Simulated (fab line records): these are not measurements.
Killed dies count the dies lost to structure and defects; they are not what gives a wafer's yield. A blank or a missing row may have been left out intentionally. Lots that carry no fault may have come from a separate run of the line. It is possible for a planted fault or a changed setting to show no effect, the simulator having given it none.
Which tool was responsible? | flow gf180mcu | 36 wafers sampled from 12 lots at 1 step of a route of 602

WHAT THE GAUGES SHOWED, per wafer
GF_V3_OVL_MEAS_15.
lot  | measured     | on         | V3_OVL (nm)
L838 | day 22 02:41 | overlay-02 | 2 3 0
L839 | day 22 14:04 | overlay-01 | 3 7 2
L840 | day 23 01:22 | overlay-01 | 2 3 11
L841 | day 23 08:08 | overlay-02 | 12 13 10
L842 | day 23 19:56 | overlay-01 | 0 10 3
L847 | day 25 15:41 | overlay-02 | 2 6 19
L849 | day 26 07:08 | overlay-01 | 1 12 -4
L851 | day 26 20:49 | overlay-02 | 2 6 9
L852 | day 27 02:23 | overlay-02 | 10 0 3
L853 | day 27 16:59 | overlay-01 | 12 6 0
L856 | day 28 14:59 | overlay-02 | 4 -1 -1
L861 | day 29 21:38 | overlay-02 | 2 7 -2

TOOL THAT RAN EACH LOT (tool first, then ch and the chambers of the sampled wafers, then the start)
Before these readings, the record contains no process step.

WHAT THE TOOLS THEMSELVES READ (means of the sampled wafers that have a number; where no wafer has one, the mark that the record gives instead)
The record holds no such reading with a usual standard deviation.

THE ANSWER, worked out from the rows above alone
Rule: the usual values come from the lots themselves. The widest of any qualifying gaps counts: lots, ordered by their means at a reading, are off when they make up no more than a third of the lots, leave a main group of 4 or more, and stand apart from it by 3 or more times the standard deviation of that group's means. A main group whose means are all the same, to the digits that the tables above print for the reading, isn't used. Also off: a lot with no number at a reading for which 4 or more lots have one. All remaining lots with rows at the step are treated as sound. Order of review: gauges by route order, followed by the tools' own readings, for which a lot's mean as printed above is used. At the first step where some lot is off, the reading lying furthest off is the one used; lots without a number count as furthest.
None of the lots is off at any reading shown; this tells nothing.

WHAT HAD BEEN PUT IN BY THE SIMULATOR
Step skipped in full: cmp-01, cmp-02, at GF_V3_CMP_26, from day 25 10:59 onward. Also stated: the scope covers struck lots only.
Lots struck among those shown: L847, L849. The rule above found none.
